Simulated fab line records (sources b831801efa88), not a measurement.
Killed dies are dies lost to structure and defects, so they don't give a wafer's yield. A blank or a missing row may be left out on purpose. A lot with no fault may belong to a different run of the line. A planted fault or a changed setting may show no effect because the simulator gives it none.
The same fault as seen by 2 desks :: flow gf180mcu :: only its own numbers are on each desk; what lay behind them is given at the end

## FROM THE METROLOGY DESK
What the gauges read for every lot (on any tool): the sampled wafers with a number, averaged. A lot is out of limits, marked OUT, if its mean lies more than 4 standard deviations from the usual mean; the brackets give that distance.
Columns: A = NWELL_RS at GF_VT_IMPLANT_RS_MEAS_47, usual 487.8 ohm/sq; B = M2_ALCU_THK at GF_M2_THK_MEAS_06, usual 451 nm; C = V5_OVL at GF_V5_OVL_MEAS_15, usual -3 nm
lot: L251
first seen here: day 7 12:22
A: 489.7
B: 451
C: -12

lot: L252
first seen here: day 7 18:37
A: 487.7
B: 460
C: -7

lot: L253
first seen here: day 8 05:14
A: 487.3
B: 455
C: 3

lot: L254
first seen here: day 8 10:37
A: 485.7
B: 451
C: -6

lot: L256
first seen here: day 8 22:17
A: 489.7
B: 456
C: -7

lot: L257
first seen here: day 9 09:05
A: 487.9
B: 449
C: 1

lot: L258
first seen here: day 9 13:05
A: 486.5
B: 453
C: -2

lot: L259
first seen here: day 9 18:37
A: 487.4
B: 448
C: 1

lot: L260
first seen here: day 10 01:04
A: 485.7
B: 449
C: -6

lot: L261
first seen here: day 10 10:02
A: 486.4
B: 449
C: 2

lot: L266
first seen here: day 11 16:40
A: 487.8
B: 457
C: -4

lot: L270
first seen here: day 12 21:15
A: 479.5 (-6.9) OUT
B: 451
C: -2

lot: L271
first seen here: day 13 06:19
A: 479.0 (-7.3) OUT
B: 452
C: -1

lot: L272
first seen here: day 13 12:08
A: 488.5
B: 454
C: 1
This desk reports L270, L271 out of limits; the earliest was L270 at day 12 21:15 (NWELL_RS at GF_VT_IMPLANT_RS_MEAS_47). In limits: L251, L252, L253, L254, L256, L257, L258, L259, L260, L261, L266, L272.

## THE TOOL OWNER'S DESK: implanter-02
The tool's own readings at GF_NWELL_IMPLANT_09: means of the sampled wafers that have a number, for each lot that ran on this tool. A lot is out of limits, marked OUT, if its mean lies more than 4 standard deviations from the usual mean; the brackets give that distance.
Columns: A = dose ions cm2 at GF_NWELL_IMPLANT_09, usual 4.001e+12; B = faraday current uA at GF_NWELL_IMPLANT_09, usual 22.5; C = tilt deg at GF_NWELL_IMPLANT_09, usual -0.002 degrees
lot: L251
first seen here: day 3 06:38
A: 4.003e+12
B: 22.7
C: 0.004

lot: L252
first seen here: day 3 14:02
A: 4.003e+12
B: 22.3
C: -0.009

lot: L254
first seen here: day 4 00:45
A: 4.000e+12
B: 22.6
C: -0.015

lot: L257
first seen here: day 4 18:02
A: 4.002e+12
B: 23.0
C: -0.019

lot: L261
first seen here: day 5 14:29
A: 4.004e+12
B: 22.7
C: 0.013

lot: L266
first seen here: day 6 16:53
A: 4.000e+12
B: 22.4
C: -0.016

lot: L270
first seen here: day 7 15:47
A: 4.444e+12 (+99 or more) OUT
B: 25.7 (+7.3) OUT
C: -0.004

lot: L271
first seen here: day 7 22:25
A: 4.447e+12 (+99 or more) OUT
B: 25.2 (+6.1) OUT
C: 0.018
This desk finds L270, L271 out of limits, L270 being first, at day 7 15:47 (dose ions cm2 at GF_NWELL_IMPLANT_09). In limits: L251, L252, L254, L257, L261, L266.

## TAKEN TOGETHER
An alarm could have come from the tool owner's desk at day 7 15:47, on L270, L271.
An alarm was possible from the metrology desk at day 12 21:15, on L270, L271.
Of the lots named, all ran GF_NWELL_IMPLANT_09 on implanter-02.

## WHAT THE SIMULATOR PUT IN
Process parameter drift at GF_NWELL_IMPLANT_09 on implanter-02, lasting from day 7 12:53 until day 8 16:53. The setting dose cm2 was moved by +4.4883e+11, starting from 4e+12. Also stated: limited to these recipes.
Struck lots among those shown: L270, L271.
Hours from the fault's start to each desk's first reading out of limits: the tool owner's desk, 3; the metrology desk, 128.
